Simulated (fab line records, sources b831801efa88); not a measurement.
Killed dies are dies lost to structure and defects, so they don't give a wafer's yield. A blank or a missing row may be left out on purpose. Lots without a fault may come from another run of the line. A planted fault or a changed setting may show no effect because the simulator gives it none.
fab line records | flow sfq_line
record lots=5 wafers=15 last_day=89
route steps=325 shown I0@44 M1@58 I1@73
lots that met no fault: from a run of the same line without faults
start_h: hours from the record's first day to the start of the lot's first wafer shown | wait_h: hours since the lot's step before | " the same as in the row above | L1.1+2: a row that stands for several wafers | - no value, or no start given | * or withheld: withheld | < > ~ a bound
route shown NAME@n: a module of which the file shows steps, and the number in the route of the first | usual: mean/standard deviation of fault-free wafers | same: alike in all rows | chamber/n: place in a boat | sites: the reading at each site | _std_site: their standard deviation | _edge_site: outer sites' mean less inner sites' | radius_mm: how far each site lies from the wafer's centre | mask NAME#n: copy n | behind: the tool/chamber that last shaped the wafer | hold: why the lot was held/for how many hours/how that ended | device: the transistor (n, p or np) that didn't switch | end of line: the same wafers' tests at the end of the route | a step without rows: its recipe alone | killed: dies lost to structure and defects at the first sort, not the wafer's yield | map: a wafer's dies, x killed, . not, _ none there
set.NAME: the setting as run; set.NAME@STEP: as run at that earlier step | model.NAME: the simulator's own value behind a step, which no gauge read
lots at some steps of the route; a table a step, a row a wafer
services: from which hour (start_h, from the record's first day; less than 0 if before it) a tool's chamber was out of use, for how many hours, and why
## steps
# step SFQ_TRILAYER_I0_CMP_CMP_028
# recipe material=SiO2 down_force_psi=3 platen_rpm=60 pad_velocity_m_s=0.94248
# usual motor_current_A=9.8/0.96 time_to_endpoint_s=212/8.6
# columns lot.wafer tool chamber start_h wait_h motor_current_A time_to_endpoint_s
L076.2 cmp-01 3 293.37 11.2 10.7 218
L076.4 " 0 " " 8.3 244
L076.3 " 1 " " 10.2 218
L078.2 cmp-01 2 302.37 3.3 9.7 199
L078.1 " 0 303.37 4.3 8.2 217
L078.5 " 1 " " 9.9 215
L084.3 cmp-02 0 348.66 1.7 10.1 199
L084.1 " 2 349.66 2.7 10.5 212
L084.6 " 0 350.66 3.6 9.7 217
L091.4 cmp-01 2 391.26 2.1 10.3 208
L091.3 " 3 " " 10.6 209
L091.5 " 1 392.76 3.6 9.6 216
L095.1 cmp-01 2 408.81 3.2 10.1 193
L095.3 " 0 409.81 4.2 8.8 202
L095.5 " 2 410.81 5.2 10.6 202
# step SFQ_I0_BOW_MEAS_907
# recipe mode=bow
# usual I0_BOW=1/6.8
# columns lot.wafer tool chamber start_h wait_h I0_BOW[um]
L076.2 film_metro-03 - 295.89 2.0 -2
L076.3 " - " " 3
L076.4 " - " " -1
L078.1 film_metro-04 - 304.87 1.0 12
L078.2 " - " " -1
L078.5 " - " " 10
L084.1 film_metro-04 - 351.66 1.5 -5
L084.3 " - " " 14
L084.6 " - " " 7
L091.3 film_metro-04 - 393.80 1.5 -9
L091.4 " - " " -12
L091.5 " - " " -4
L095.1 film_metro-04 - 411.31 2.0 0
L095.3 " - " " 3
L095.5 " - " " 11
# step SFQ_TRILAYER_I0_METRO_MEASURE_029
# usual thk_nm=202.8/1.4
# columns lot.wafer tool chamber start_h wait_h thk_nm
L076.2 film_metro-03 - 296.19 0.3 204.4
L076.3 " - " " 205.1
L076.4 " - " " 205.4
L078.1 film_metro-04 - 304.99 0.1 203.6
L078.2 " - " " 199.8
L078.5 " - " " 201.2
L084.1 film_metro-04 - 351.78 0.1 202.0
L084.3 " - " " 201.8
L084.6 " - " " 201.4
L091.3 film_metro-04 - 394.28 0.5 203.9
L091.4 " - " " 203.0
L091.5 " - " " 203.8
L095.1 film_metro-04 - 411.43 0.1 201.0
L095.3 " - " " 203.5
L095.5 " - " " 200.8
# step SFQ_TRILAYER_I0_VIA_LITHO_COAT_036
# recipe resist=BARC spin_rpm=3000 resist_thk_nm=62
# columns lot.wafer tool chamber start_h wait_h
L076.2+3+4 litho_track-02 0 297.24 0.8
L078.1+2+5 litho_track-04 0 306.19 1.0
L084.1+3+6 litho_track-03 0 353.14 1.2
L091.3+4+5 litho_track-02 0 395.28 0.8
L095.1+3+5 litho_track-02 0 412.63 1.0
# step SFQ_TRILAYER_I0_VIA_LITHO_COAT_031
# recipe resist=KrF spin_rpm=3000 resist_thk_nm=650
# columns lot.wafer tool chamber start_h wait_h
L076.2+3+4 litho_track-02 0 297.54 0.2
L078.1+2+5 litho_track-04 0 306.49 0.2
L084.1+3+6 litho_track-03 0 353.44 0.2
L091.3+4+5 litho_track-02 0 395.58 0.2
L095.1+3+5 litho_track-02 0 412.93 0.2
# step SFQ_TRILAYER_I0_VIA_LITHO_SOFTBAKE_035
# recipe temp_c=withheld time_s=withheld resist=KrF
# columns lot.wafer tool chamber start_h wait_h
L076.2+3+4 litho_track-02 0 297.81 0.2
L078.1+2+5 litho_track-04 0 306.79 0.2
L084.1+3+6 litho_track-03 0 353.74 0.2
L091.3+4+5 litho_track-02 0 395.83 0.2
L095.1+3+5 litho_track-02 0 413.23 0.2
# step SFQ_TRILAYER_I0_VIA_LITHO_EXPOSE_032
# recipe mask_id=I0 na=0.6 source_shape=conventional sigma_outer=0.65 target_cd_nm=500 dose_mj=21.3
# usual exposure_dose_mJ_cm2=21.297/0.021
# columns lot.wafer tool chamber start_h wait_h mask exposure_dose_mJ_cm2
L076.2 krf_scanner-01 0 408.49 - I0#0 21.284
L076.3 " 0 " " I0#0 21.288
L076.4 " 0 " " I0#0 21.309
L078.1 krf_scanner-02 0 414.76 - I0#0 21.318
L078.2 " 0 " " I0#0 21.323
L078.5 " 0 " " I0#0 21.317
L084.1 krf_scanner-02 0 471.41 - I0#0 21.260
L084.3 " 0 " " I0#0 21.276
L084.6 " 0 " " I0#0 21.275
L091.3 krf_scanner-02 0 534.71 - I0#0 21.313
L091.4 " 0 " " I0#0 21.318
L091.5 " 0 " " I0#0 21.307
L095.1 krf_scanner-02 0 565.51 - I0#0 21.291
L095.3 " 0 " " I0#0 21.293
L095.5 " 0 " " I0#0 21.283
# step SFQ_TRILAYER_I0_VIA_LITHO_PEB_034
# recipe peb_temp_c=115 peb_time_s=60 resist=KrF
# columns lot.wafer tool chamber start_h wait_h
L076.2+3+4 litho_track-04 0 409.51 0.8
L078.1+2+5 litho_track-03 0 415.96 1.0
L084.1+3+6 litho_track-04 0 472.61 1.0
L091.3+4+5 litho_track-02 0 535.56 0.7
L095.1+3+5 litho_track-02 0 566.71 1.0
# step SFQ_TRILAYER_I0_VIA_LITHO_DEVELOP_033
# recipe time_s=60 resist=KrF
# columns lot.wafer tool chamber start_h wait_h
L076.2+3+4 litho_track-04 0 409.66 0.1
L078.1+2+5 litho_track-03 0 416.11 0.1
L084.1+3+6 litho_track-04 0 472.76 0.1
L091.3+4+5 litho_track-02 0 535.71 0.1
L095.1+3+5 litho_track-02 0 566.86 0.1
# step SFQ_I0_OVL_MEAS_908
# usual I0_OVL=2/5.7
# columns lot.wafer tool chamber start_h wait_h I0_OVL[nm]
L076.2 overlay-02 - 409.79 0.1 -1
L076.3 " - " " -2
L076.4 " - " " -7
L078.1 overlay-01 - 416.26 0.1 11
L078.2 " - " " 7
L078.5 " - " " 4
L084.1 overlay-02 - 472.91 0.1 0
L084.3 " - " " 3
L084.6 " - " " 4
L091.3 overlay-02 - 535.82 0.1 6
L091.4 " - " " 4
L091.5 " - " " 3
L095.1 overlay-01 - 567.01 0.1 3
L095.3 " - " " 5
L095.5 " - " " -1
# step SFQ_TRILAYER_I0_VIA_BARC_OPEN_VIA_ETCH_046
# recipe mask_material=PR chemistry=O2 target_depth_nm=125 target=BARC source_w=500 bias_w=80 pressure_mtorr=30 time_s=41.7
# usual drypump_motor_current_A=5.9/0.46 oes_product_au=0.685/0.0045
# columns lot.wafer tool chamber start_h wait_h drypump_motor_current_A oes_product_au rf_hours_counter_h
L076.2 rie_diel-04 1 409.82 0.0 6.6 0.691 10
L076.3 " 3 " " 5.9 0.690 69
L076.4 " 2 " " 5.6 0.689 3
L078.1 rie_diel-02 0 416.29 0.0 6.0 0.685 89
L078.2 " 1 " " 5.0 0.683 1
L078.5 " 0 " " 6.0 0.683 -
L084.1 rie_diel-04 3 472.94 0.0 5.8 0.685 70
L084.3 " 2 " " 5.6 0.685 4
L084.6 " 0 " " 5.1 0.692 -
L091.3 rie_diel-01 3 535.84 0.0 5.6 0.685 62
L091.4 " 0 " " 5.6 0.684 46
L091.5 " 0 " " 5.6 0.684 -
L095.1 rie_diel-01 3 567.04 0.0 5.6 0.685 63
L095.3 " 1 " " 6.3 0.691 36
L095.5 " 2 " " 6.0 0.689 -
# step SFQ_TRILAYER_I0_VIA_ETCH_VIA_ETCH_034
# recipe target=SiO2 stop_on=Nb mask_material=PR taper_deg=20 chemistry=CHF3 target_depth_nm=260 source_w=500 bias_w=80 pressure_mtorr=30 time_s=withheld
# usual drypump_motor_current_A=5.9/0.46 oes_product_au=0.862/0.006
# columns lot.wafer tool chamber start_h wait_h drypump_motor_current_A oes_product_au
L076.2 rie_diel-04 1 409.86 0.0 6.7 0.865
L076.3 " 3 " " 5.9 0.865
L076.4 " 2 " " 5.6 0.872
L078.1 rie_diel-02 0 416.33 0.0 6.1 0.865
L078.2 " 1 " " 5.0 0.859
L078.5 " 0 " " 6.1 0.860
L084.1 rie_diel-04 3 472.98 0.0 5.9 0.857
L084.3 " 2 " " 5.6 0.854
L084.6 " 0 " " 5.0 0.849
L091.3 rie_diel-01 3 535.88 0.0 5.6 0.868
L091.4 " 0 " " 5.6 0.858
L091.5 " 0 " " 5.6 0.874
L095.1 rie_diel-01 3 567.08 0.0 5.6 0.860
L095.3 " 1 " " 6.3 0.859
L095.5 " 2 " " 6.0 0.859
# step SFQ_TRILAYER_I0_VIA_STRIP_STRIP_035
# recipe gas=O2 power_w=200 platen_temp_c=40 overash_fraction=0.65 chemistry=O2 pressure_mtorr=50
# usual drypump_motor_current_A=5.99/0.16 oes_product_au=0.999/0.0094
# columns lot.wafer tool chamber start_h wait_h drypump_motor_current_A oes_product_au rf_hours_counter_h
L076.2 rie_metal-03 0 409.98 - 5.96 1.017 71
L076.3 " 1 " " 6.43 0.998 -
L076.4 " 0 " " 5.96 1.021 -
L078.1 rie_metal-01 1 416.45 - 5.96 0.999 94
L078.2 " 0 " " 6.12 0.993 26
L078.5 " 0 " " 6.10 0.999 -
L084.1 rie_metal-04 0 473.10 - 5.82 0.999 57
L084.3 " 1 " " 6.01 0.995 -
L084.6 " 1 " " 6.00 0.992 -
L091.3 rie_metal-04 1 536.20 - 6.01 0.982 -
L091.4 " 0 " " 5.81 1.001 -
L091.5 " 1 " " 6.02 0.983 -
L095.1 rie_metal-01 0 567.20 - 6.08 0.993 41
L095.3 " 1 " " 5.98 1.003 -
L095.5 " 1 " " 5.98 0.998 -
# step SFQ_TRILAYER_I0_VIA_STRIP_SOLV_CLEAN_036
# recipe chemistry=NMP temp_c=70 time_s=600
# columns lot.wafer tool chamber start_h wait_h
L076.2+3+4 wet_bench-04 7,3,6 410.58 0.4
L078.1+2+5 wet_bench-02 6,3,4 417.05 0.4
L084.1+3+6 wet_bench-01 7,2,5 473.70 0.4
L091.3+4+5 wet_bench-04 4,1,3 536.60 0.2
L095.1+3+5 wet_bench-04 2,5,1 567.80 0.4
# step SFQ_TRILAYER_M1_DEP_PRE_CLEAN_038
# recipe gas=Ar time_s=22.5 bias_v=250
# columns lot.wafer tool chamber start_h wait_h
L076.2+3+4 pvd_sputter-06 - 410.75 0.0
L078.1+2+5 pvd_sputter-03 - 417.22 0.0
L084.1+3+6 pvd_sputter-05 - 473.87 0.0
L091.3+4+5 pvd_sputter-05 - 536.77 0.0
L095.1+3+5 pvd_sputter-05 - 567.97 0.0
# step SFQ_TRILAYER_M1_DEP_SPUTTER_037
# recipe material=Nb base_pressure_pa=1.33e-06 chamber_pressure_pa=0.1333 substrate_temp_c=20 resputter_cathode_voltage_v=400 target_thk_nm=200 power_w=2000 time_s=133.3
# usual throttle_valve_pct=30.5/0.98
# columns lot.wafer tool chamber start_h wait_h throttle_valve_pct
L076.2 pvd_sputter-06 - 410.78 0.0 30.6
L076.3 " - " " 30.4
L076.4 " - " " 29.5
L078.1 pvd_sputter-03 - 417.25 0.0 28.7
L078.2 " - " " 31.7
L078.5 " - " " 29.0
L084.1 pvd_sputter-05 - 473.90 0.0 30.7
L084.3 " - " " 30.1
L084.6 " - " " 31.1
L091.3 pvd_sputter-05 - 536.80 0.0 30.4
L091.4 " - " " 30.1
L091.5 " - " " 30.2
L095.1 pvd_sputter-05 - 568.00 0.0 29.8
L095.3 " - " " 30.9
L095.5 " - " " 31.2
# step SFQ_M1_RS_MEAS_909
# recipe thk_meas_gauge=four-point-probe reads=Nb_of_TRILAYER_M1_DEP_SPUTTER_037
# usual M1_NB_RS=0.894/0.012
# columns lot.wafer tool chamber start_h wait_h M1_NB_RS[ohm/sq]
L076.2 film_metro-02 - 410.89 0.1 0.896
L076.3 " - " " 0.896
L076.4 " - " " 0.880
L078.1 film_metro-01 - 417.34 0.0 0.895
L078.2 " - " " 0.896
L078.5 " - " " 0.895
L084.1 film_metro-02 - 473.99 0.0 0.920
L084.3 " - " " 0.898
L084.6 " - " " 0.899
L091.3 film_metro-02 - 536.93 0.1 0.915
L091.4 " - " " 0.904
L091.5 " - " " 0.898
L095.1 film_metro-03 - 568.09 0.0 0.884
L095.3 " - " " 0.885
L095.5 " - " " 0.888
# step SFQ_TRILAYER_M1_LITHO_COAT_044
# recipe resist=BARC spin_rpm=2943 resist_thk_nm=62
# columns lot.wafer tool chamber start_h wait_h
L076.2+3+4 litho_track-04 0 411.10 0.1
L078.1+2+5 litho_track-04 0 417.52 0.1
L084.1+3+6 litho_track-04 0 474.17 0.1
L091.3+4+5 litho_track-01 0 537.17 0.1
L095.1+3+5 litho_track-01 0 568.27 0.1
# step SFQ_TRILAYER_M1_LITHO_COAT_039
# recipe resist=KrF spin_rpm=3000 resist_thk_nm=600
# columns lot.wafer tool chamber start_h wait_h
L076.2+3+4 litho_track-04 0 411.40 0.2
L078.1+2+5 litho_track-04 0 417.82 0.2
L084.1+3+6 litho_track-04 0 474.47 0.2
L091.3+4+5 litho_track-01 0 537.47 0.2
L095.1+3+5 litho_track-01 0 568.57 0.2
# step SFQ_TRILAYER_M1_LITHO_SOFTBAKE_043
# recipe temp_c=withheld time_s=withheld resist=KrF
# columns lot.wafer tool chamber start_h wait_h
L076.2+3+4 litho_track-04 0 411.68 0.2
L078.1+2+5 litho_track-04 0 418.12 0.2
L084.1+3+6 litho_track-04 0 474.77 0.2
L091.3+4+5 litho_track-01 0 537.72 0.2
L095.1+3+5 litho_track-01 0 568.87 0.2
# step SFQ_TRILAYER_M1_LITHO_EXPOSE_040
# recipe mask_id=M1 na=0.6 source_shape=conventional sigma_outer=0.65 target_cd_nm=500 dose_mj=14.4
# usual exposure_dose_mJ_cm2=14.403/0.015
# columns lot.wafer tool chamber start_h wait_h mask exposure_dose_mJ_cm2
L076.2 krf_scanner-02 0 563.31 - M1#0 14.386
L076.3 " 0 " " M1#0 14.420
L076.4 " 0 " " M1#0 14.422
L078.1 krf_scanner-02 0 570.31 - M1#0 14.408
L078.2 " 0 " " M1#0 14.415
L078.5 " 0 " " M1#0 14.380
L084.1 krf_scanner-01 0 634.47 - M1#0 14.419
L084.3 " 0 " " M1#0 14.396
L084.6 " 0 " " M1#0 14.408
L091.3 krf_scanner-01 0 694.15 - M1#0 14.419
L091.4 " 0 " " M1#0 14.403
L091.5 " 0 " " M1#0 14.426
L095.1 krf_scanner-01 0 725.47 - M1#0 14.408
L095.3 " 0 " " M1#0 14.401
L095.5 " 0 " " M1#0 14.419
# step SFQ_TRILAYER_M1_LITHO_PEB_042
# recipe peb_temp_c=115 peb_time_s=60 resist=KrF
# columns lot.wafer tool chamber start_h wait_h
L076.2+3+4 litho_track-01 0 564.33 0.8
L078.1+2+5 litho_track-04 0 571.51 1.0
L084.1+3+6 litho_track-03 0 635.67 1.0
L091.3+4+5 litho_track-03 0 695.00 0.7
L095.1+3+5 litho_track-01 0 726.67 1.0
# step SFQ_TRILAYER_M1_LITHO_DEVELOP_041
# recipe time_s=60 resist=KrF
# columns lot.wafer tool chamber start_h wait_h
L076.2+3+4 litho_track-01 0 564.48 0.1
L078.1+2+5 litho_track-04 0 571.66 0.1
L084.1+3+6 litho_track-03 0 635.82 0.1
L091.3+4+5 litho_track-03 0 695.15 0.1
L095.1+3+5 litho_track-01 0 726.82 0.1
# step SFQ_M1_OVL_MEAS_911
# usual M1_OVL=0/6.1
# columns lot.wafer tool chamber start_h wait_h M1_OVL[nm]
L076.2 overlay-01 - 564.61 0.1 14
L076.3 " - " " 10
L076.4 " - " " 12
L078.1 overlay-02 - 571.81 0.1 -9
L078.2 " - " " 2
L078.5 " - " " -2
L084.1 overlay-01 - 635.97 0.1 2
L084.3 " - " " -4
L084.6 " - " " -1
L091.3 overlay-01 - 695.26 0.1 0
L091.4 " - " " 2
L091.5 " - " " 0
L095.1 overlay-02 - 726.97 0.1 -7
L095.3 " - " " 0
L095.5 " - " " 5
# step SFQ_TRILAYER_M1_BARC_OPEN_METAL_ETCH_054
# recipe mask_material=PR chemistry=O2 target_depth_nm=125 target=BARC icp_w=600 bias_w=80 pressure_mtorr=10 time_s=41.7
# usual drypump_motor_current_A=5.5/0.45 oes_product_au=0.688/0.0044
# columns lot.wafer tool chamber start_h wait_h drypump_motor_current_A oes_product_au rf_hours_counter_h
L076.2 rie_metal-02 0 564.66 0.0 5.1 0.687 -
L076.3 " 0 " " 5.1 0.686 -
L076.4 " 0 " " 5.1 0.694 -
L078.1 rie_metal-02 0 571.84 0.0 5.1 0.689 23
L078.2 " 0 " " 5.1 0.694 -
L078.5 " 0 " " 5.1 0.689 -
L084.1 rie_metal-02 1 636.01 0.0 5.4 0.689 8
L084.3 " 1 " " 5.4 0.684 -
L084.6 " 1 " " 5.4 0.689 -
L091.3 rie_metal-02 1 695.31 0.0 5.4 0.691 -
L091.4 " 0 " " 5.1 0.689 -
L091.5 " 0 " " 5.1 0.681 -
L095.1 rie_metal-04 1 727.30 0.3 6.0 0.690 91
L095.3 " 0 " " 5.8 0.685 -
L095.5 " 0 " " 5.8 0.694 -
# step SFQ_TRILAYER_M1_ETCH_METAL_ETCH_042
# recipe target=Nb stop_on=SiO2 mask_material=PR chemistry=Cl2/Ar target_depth_nm=240 icp_w=600 bias_w=80 pressure_mtorr=10 time_s=120
# usual drypump_motor_current_A=5.5/0.45 oes_product_au=0.892/0.0078
# columns lot.wafer tool chamber start_h wait_h drypump_motor_current_A oes_product_au rf_hours_counter_h
L076.2 rie_metal-02 0 564.80 0.1 5.1 0.893 -
L076.3 " 0 " " 5.1 0.893 -
L076.4 " 0 " " 5.0 0.894 -
L078.1 rie_metal-02 0 571.96 0.1 5.1 0.888 23
L078.2 " 0 " " 5.0 0.891 -
L078.5 " 0 " " 5.0 0.892 -
L084.1 rie_metal-02 1 636.07 0.0 5.4 0.875 8
L084.3 " 1 " " 5.4 0.888 -
L084.6 " 1 " " 5.4 0.896 -
L091.3 rie_metal-02 1 695.39 0.1 5.4 0.877 -
L091.4 " 0 " " 5.1 0.891 -
L091.5 " 0 " " 5.1 0.894 -
L095.1 rie_metal-04 1 727.36 0.0 6.0 0.890 91
L095.3 " 0 " " 5.8 0.891 -
L095.5 " 0 " " 5.8 0.901 -
# step SFQ_TRILAYER_M1_STRIP_STRIP_043
# recipe gas=O2 power_w=200 platen_temp_c=40 overash_fraction=0.65 chemistry=O2 pressure_mtorr=50
# usual drypump_motor_current_A=5.5/0.45 oes_product_au=0.996/0.01
# columns lot.wafer tool chamber start_h wait_h drypump_motor_current_A oes_product_au rf_hours_counter_h
L076.2 rie_metal-02 0 565.21 0.4 5.0 0.994 -
L076.3 " 0 " " 5.0 1.000 -
L076.4 " 0 " " 5.1 0.991 -
L078.1 rie_metal-02 0 572.21 0.2 5.0 0.986 23
L078.2 " 0 " " 5.1 0.988 -
L078.5 " 0 " " 5.1 0.990 -
L084.1 rie_metal-02 1 636.19 0.1 5.4 0.983 9
L084.3 " 1 " " 5.3 0.983 -
L084.6 " 1 " " 5.4 0.991 -
L091.3 rie_metal-02 1 695.67 0.2 5.4 1.004 -
L091.4 " 0 " " 5.1 1.005 -
L091.5 " 0 " " 5.1 1.000 -
L095.1 rie_metal-04 1 727.49 0.1 6.0 0.997 92
L095.3 " 0 " " 5.8 1.014 -
L095.5 " 0 " " 5.8 1.011 -
# step SFQ_TRILAYER_M1_STRIP_SOLV_CLEAN_044
# recipe chemistry=NMP temp_c=70 time_s=600
# columns lot.wafer tool chamber start_h wait_h
L076.2+3+4 wet_bench-03 1,3,5 566.21 0.8
L078.1+2+5 wet_bench-03 2,3,0 573.41 1.0
L084.1+3+6 wet_bench-03 3,2,5 636.79 0.4
L091.3+4+5 wet_bench-04 4,3,6 696.07 0.2
L095.1+3+5 wet_bench-01 3,4,1 728.09 0.4
# step SFQ_TRILAYER_I1_DEP_PECVD_045
# recipe material=SiO2 temp_c=150 time_s=111.11 pressure_torr=2.4 rf_w=183.3 precursor=SiH4/N2O target_thk_nm=500
# usual heater_power_outer_w=31/6.9 heater_power_w=85/8.7 showerhead_vpp_V=813/46 throttle_valve_pct=24.1/1.1
# columns lot.wafer tool chamber start_h wait_h heater_power_outer_w heater_power_w showerhead_vpp_V throttle_valve_pct
L076.2 pecvd-01 0 566.39 0.0 26 81 796 24.4
L076.3 " 1 " " 31 80 839 23.9
L076.4 " 0 " " 27 85 810 24.4
L078.1 pecvd-01 1 573.59 0.0 27 73 829 24.0
L078.2 " 0 " " 25 79 796 24.6
L078.5 " 0 " " 26 83 812 24.6
L084.1 pecvd-03 0 636.97 0.0 25 76 764 22.4
L084.3 " 2 " " 24 84 837 25.0
L084.6 " 0 " " 27 80 763 22.2
L091.3 pecvd-03 2 696.25 0.0 26 90 827 25.1
L091.4 " 1 " " 43 92 786 25.2
L091.5 " 2 " " 29 90 823 25.1
L095.1 pecvd-02 1 728.26 0.0 40 98 736 23.3
L095.3 " 2 " " 19 72 843 23.8
L095.5 " 2 " " 22 74 822 23.9
# step SFQ_TRILAYER_I1_CMP_CMP_046
# recipe material=SiO2 down_force_psi=3 platen_rpm=60 pad_velocity_m_s=0.94248
# usual motor_current_A=9.8/0.87 time_to_endpoint_s=212/8.6
# columns lot.wafer tool chamber start_h wait_h motor_current_A time_to_endpoint_s
L076.4 cmp-02 1 566.47 0.0 8.1 223
L076.3 " 2 " " 10.8 209
L076.2 " 3 " " 9.4 205
L078.1 cmp-02 0 573.67 0.0 10.0 201
L078.2 " 1 " " 8.2 205
L078.5 " 0 575.67 2.0 10.3 204
L084.3 cmp-02 0 638.82 1.8 10.2 194
L084.1 " 2 639.82 2.8 10.9 208
L084.6 " 0 640.82 3.8 10.6 210
L091.3 cmp-02 1 697.33 1.0 8.5 226
L091.4 " 2 " " 10.7 226
L091.5 " 0 698.83 2.5 10.0 211
L095.3 cmp-02 1 740.25 12.0 8.3 213
L095.1 " 3 741.25 13.0 9.8 197
L095.5 " 1 742.25 13.9 8.3 214
# step SFQ_I1_BOW_MEAS_912
# recipe mode=bow
# usual I1_BOW=1/7.4
# columns lot.wafer tool chamber start_h wait_h I1_BOW[um]
L076.2 film_metro-01 - 569.49 1.5 -3
L076.3 " - " " 3
L076.4 " - " " 0
L078.1 film_metro-02 - 576.67 2.5 15
L078.2 " - " " 3
L078.5 " - " " 14
L084.1 film_metro-02 - 641.32 1.0 -8
L084.3 " - " " 11
L084.6 " - " " 5
L091.3 film_metro-02 - 699.37 1.5 -9
L091.4 " - " " -13
L091.5 " - " " -5
L095.1 film_metro-02 - 743.25 1.5 -3
L095.3 " - " " -1
L095.5 " - " " 8
# step SFQ_TRILAYER_I1_METRO_MEASURE_047
# usual thk_nm=199.6/1.3
# columns lot.wafer tool chamber start_h wait_h thk_nm
L076.2 film_metro-01 - 569.79 0.3 201.1
L076.3 " - " " 199.5
L076.4 " - " " 202.1
L078.1 film_metro-02 - 576.79 0.1 198.2
L078.2 " - " " 201.2
L078.5 " - " " 198.3
L084.1 film_metro-02 - 641.44 0.1 199.3
L084.3 " - " " 198.0
L084.6 " - " " 197.9
L091.3 film_metro-02 - 699.85 0.5 201.8
L091.4 " - " " 199.6
L091.5 " - " " 198.3
L095.1 film_metro-02 - 743.37 0.1 199.8
L095.3 " - " " 201.1
L095.5 " - " " 200.7
# step SFQ_TRILAYER_I1_VIA_LITHO_COAT_054
# recipe resist=BARC spin_rpm=3000 resist_thk_nm=62
# columns lot.wafer tool chamber start_h wait_h
L076.2+3+4 litho_track-01 0 570.84 0.8
L078.1+2+5 litho_track-02 0 577.99 1.0
L084.1+3+6 litho_track-03 0 642.64 1.0
L091.3+4+5 litho_track-03 0 700.75 0.7
L095.1+3+5 litho_track-03 0 744.57 1.0
# step SFQ_TRILAYER_I1_VIA_LITHO_COAT_049
# recipe resist=KrF spin_rpm=3000 resist_thk_nm=650
# columns lot.wafer tool chamber start_h wait_h
L076.2+3+4 litho_track-01 0 571.14 0.2
L078.1+2+5 litho_track-02 0 578.29 0.2
L084.1+3+6 litho_track-03 0 642.94 0.2
L091.3+4+5 litho_track-03 0 701.05 0.2
L095.1+3+5 litho_track-03 0 744.87 0.2
# step SFQ_TRILAYER_I1_VIA_LITHO_SOFTBAKE_053
# recipe temp_c=withheld time_s=withheld resist=KrF
# columns lot.wafer tool chamber start_h wait_h
L076.2+3+4 litho_track-01 0 571.41 0.2
L078.1+2+5 litho_track-02 0 578.59 0.2
L084.1+3+6 litho_track-03 0 643.24 0.2
L091.3+4+5 litho_track-03 0 701.30 0.2
L095.1+3+5 litho_track-03 0 745.17 0.2
# step SFQ_TRILAYER_I1_VIA_LITHO_EXPOSE_050
# recipe mask_id=I1 na=0.6 source_shape=conventional sigma_outer=0.65 target_cd_nm=500 dose_mj=21.71
# usual exposure_dose_mJ_cm2=21.710/0.022
# columns lot.wafer tool chamber start_h wait_h mask exposure_dose_mJ_cm2
L076.2 krf_scanner-01 0 730.47 - I1#0 21.695
L076.3 " 0 " " I1#0 21.703
L076.4 " 0 " " I1#0 21.696
L078.1 krf_scanner-01 0 744.77 - I1#0 21.710
L078.2 " 0 " " I1#0 21.697
L078.5 " 0 " " I1#0 21.651
L084.1 krf_scanner-01 0 780.77 - I1#0 21.739
L084.3 " 0 " " I1#0 21.692
L084.6 " 0 " " I1#0 21.707
L091.3 krf_scanner-01 0 825.57 - I1#0 21.719
L091.4 " 0 " " I1#0 21.730
L091.5 " 0 " " I1#0 21.695
L095.1 krf_scanner-01 0 868.52 - I1#0 21.698
L095.3 " 0 " " I1#0 21.697
L095.5 " 0 " " I1#0 21.701
# step SFQ_TRILAYER_I1_VIA_LITHO_PEB_052
# recipe peb_temp_c=115 peb_time_s=60 resist=KrF
# columns lot.wafer tool chamber start_h wait_h
L076.2+3+4 litho_track-03 0 731.50 0.8
L078.1+2+5 litho_track-03 0 745.97 1.0
L084.1+3+6 litho_track-01 0 781.97 1.0
L091.3+4+5 litho_track-03 0 826.42 0.7
L095.1+3+5 litho_track-01 0 869.72 1.0
# step SFQ_TRILAYER_I1_VIA_LITHO_DEVELOP_051
# recipe time_s=60 resist=KrF
# columns lot.wafer tool chamber start_h wait_h
L076.2+3+4 litho_track-03 0 731.65 0.1
L078.1+2+5 litho_track-03 0 746.12 0.1
L084.1+3+6 litho_track-01 0 782.12 0.1
L091.3+4+5 litho_track-03 0 826.57 0.1
L095.1+3+5 litho_track-01 0 869.87 0.1
# step SFQ_I1_OVL_MEAS_913
# usual I1_OVL=2/4.7
# columns lot.wafer tool chamber start_h wait_h I1_OVL[nm]
L076.2 overlay-02 - 731.78 0.1 8
L076.3 " - " " 5
L076.4 " - " " 6
L078.1 overlay-02 - 746.27 0.1 -10
L078.2 " - " " -7
L078.5 " - " " -14
L084.1 overlay-02 - 782.27 0.1 0
L084.3 " - " " -3
L084.6 " - " " -9
L091.3 overlay-02 - 826.68 0.1 2
L091.4 " - " " 5
L091.5 " - " " 8
L095.1 overlay-01 - 870.02 0.1 -4
L095.3 " - " " -1
L095.5 " - " " -1
# step SFQ_TRILAYER_I1_VIA_BARC_OPEN_VIA_ETCH_071
# recipe mask_material=PR chemistry=O2 target_depth_nm=125 target=BARC source_w=500 bias_w=80 pressure_mtorr=30 time_s=41.7
# usual drypump_motor_current_A=6.0/0.4 oes_product_au=0.685/0.0045
# columns lot.wafer tool chamber start_h wait_h drypump_motor_current_A oes_product_au rf_hours_counter_h
L076.2 rie_diel-01 1 731.81 0.0 6.3 0.693 39
L076.3 " 0 " " 5.6 0.689 49
L076.4 " 3 " " 5.6 0.686 0
L078.1 rie_diel-03 2 746.31 0.0 6.4 0.687 2
L078.2 " 0 " " 5.7 0.685 11
L078.5 " 0 " " 5.7 0.687 -
L084.1 rie_diel-02 3 782.31 0.0 6.3 0.685 2
L084.3 " 2 " " 6.4 0.686 1
L084.6 " 2 " " 6.3 0.681 -
L091.3 rie_diel-02 0 826.71 0.0 6.1 0.689 4
L091.4 " 1 " " 5.0 0.689 7
L091.5 " 2 " " 6.4 0.687 -
L095.1 rie_diel-01 1 870.06 0.0 6.3 0.679 1
L095.3 " 0 " " 5.7 0.688 2
L095.5 " 3 " " 5.6 0.692 -
## services
# columns tool chamber start_h hours kind
krf_scanner-01 - 269.97 3.6 pm
rie_diel-01 - 270.07 14.6 pm
krf_scanner-02 - 281.96 0.8 pm
rie_metal-02 - 289.87 0.5 repair
cmp-02 - 290.95 1.3 repair
krf_scanner-01 - 301.89 1.0 repair
rie_metal-02 1 328.79 6.6 repair
krf_scanner-01 - 341.29 0.8 pm
krf_scanner-01 - 370.84 1.0 pm
krf_scanner-01 - 383.96 1.3 pm
rie_metal-02 1 410.76 2.3 repair
krf_scanner-01 - 414.63 0.9 repair
krf_scanner-01 - 471.28 4.0 pm
krf_scanner-01 - 509.93 0.8 pm
krf_scanner-01 - 534.18 1.0 pm
krf_scanner-01 - 535.15 6.4 repair
krf_scanner-01 - 559.42 1.3 pm
krf_scanner-01 - 641.10 5.9 repair
krf_scanner-01 - 646.05 30.1 repair
krf_scanner-01 - 678.60 0.8 pm
krf_scanner-01 - 703.35 1.0 pm
krf_scanner-01 - 735.07 1.3 pm
krf_scanner-01 - 736.37 6.0 pm
krf_scanner-01 - 846.77 0.8 pm
## key
fault none
